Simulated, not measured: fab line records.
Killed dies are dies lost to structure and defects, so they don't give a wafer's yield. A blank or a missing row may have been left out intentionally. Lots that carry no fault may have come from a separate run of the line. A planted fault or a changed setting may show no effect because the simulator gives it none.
Which tool was responsible?    flow sky130    Sampling: 10 lots, 28 wafers, 2 of 708 route steps

== WHAT THE GAUGES READ, wafer by wafer ==
SKY_METAL1_THK_MEAS_06: measures by xrf.
lot   measured      on             METAL1_ALCU_THK (nm)
L570  day 33 04:17  film_metro-03  238 239 240
L571  day 33 15:31  film_metro-03  247 242 243
L572  day 33 15:32  film_metro-01  247 243 243
L573  day 34 00:36  film_metro-04  245 241 245
L581  day 37 02:01  film_metro-03  241 239
L582  day 37 06:44  film_metro-01  243 245
L586  day 38 12:16  film_metro-04  234 236 244
L589  day 39 07:39  film_metro-03  240 238 243
L591  day 39 15:11  film_metro-04  242 243 244
L592  day 39 17:26  film_metro-03  237 245 242

== EACH LOT AND THE TOOL THAT RAN IT (in order: tool; ch and the chambers of the sampled wafers; start) ==
lot   SKY_METAL1_SPUTTER_04
L570  pvd_sputter-04, day 33 04:07
L571  pvd_sputter-04, day 33 15:20
L572  pvd_sputter-01, day 33 15:21
L573  pvd_sputter-03, day 34 00:26
L581  pvd_sputter-03, day 37 01:49
L582  pvd_sputter-03, day 37 06:34
L586  pvd_sputter-03, day 38 12:05
L589  pvd_sputter-01, day 39 07:29
L591  pvd_sputter-04, day 39 14:59
L592  pvd_sputter-03, day 39 17:16
- SKY_METAL1_SPUTTER_04: material TiN, target thk 70 nm, time 58.3 s.

== AS READ BY THE TOOLS THEMSELVES (means over the sampled wafers that have a number; for cases with no such wafer, the mark the record gives instead) ==
SKY_METAL1_SPUTTER_04.
lot   tool            throttle_valve_pct (%)
L570  pvd_sputter-04  29.2
L571  pvd_sputter-04  30.2
L572  pvd_sputter-01  31.2
L573  pvd_sputter-03  28.4
L581  pvd_sputter-03  29.1
L582  pvd_sputter-03  29.9
L586  pvd_sputter-03  28.0
L589  pvd_sputter-01  31.4
L591  pvd_sputter-04  29.1
L592  pvd_sputter-03  28.0

== THE ANSWER, worked out from the rows above alone ==
Rule: the lots themselves supply what counts as usual. Put in order of their means at a reading, lots are off if they are a third of the lots or fewer, leave a main group of 4 or more, and stand apart from it by a gap of 3 or more times the standard deviation of the main group's means; of several such gaps the widest counts. If all means in a main group match to the digits the tables above print for the reading, that group is not used. Also off: a lot with no number at a reading for which 4 or more lots have one. All remaining lots with rows at the step are treated as sound. Order of review: gauges by route order, followed by the tools' own readings, for which a lot's mean as printed above is used. The first step at which some lot is off is used, and at that step the reading that is off furthest; a lot without a number counts as furthest.
No lot is off at any reading shown: from this, nothing can be told.

== WHAT HAD BEEN PUT IN BY THE SIMULATOR ==
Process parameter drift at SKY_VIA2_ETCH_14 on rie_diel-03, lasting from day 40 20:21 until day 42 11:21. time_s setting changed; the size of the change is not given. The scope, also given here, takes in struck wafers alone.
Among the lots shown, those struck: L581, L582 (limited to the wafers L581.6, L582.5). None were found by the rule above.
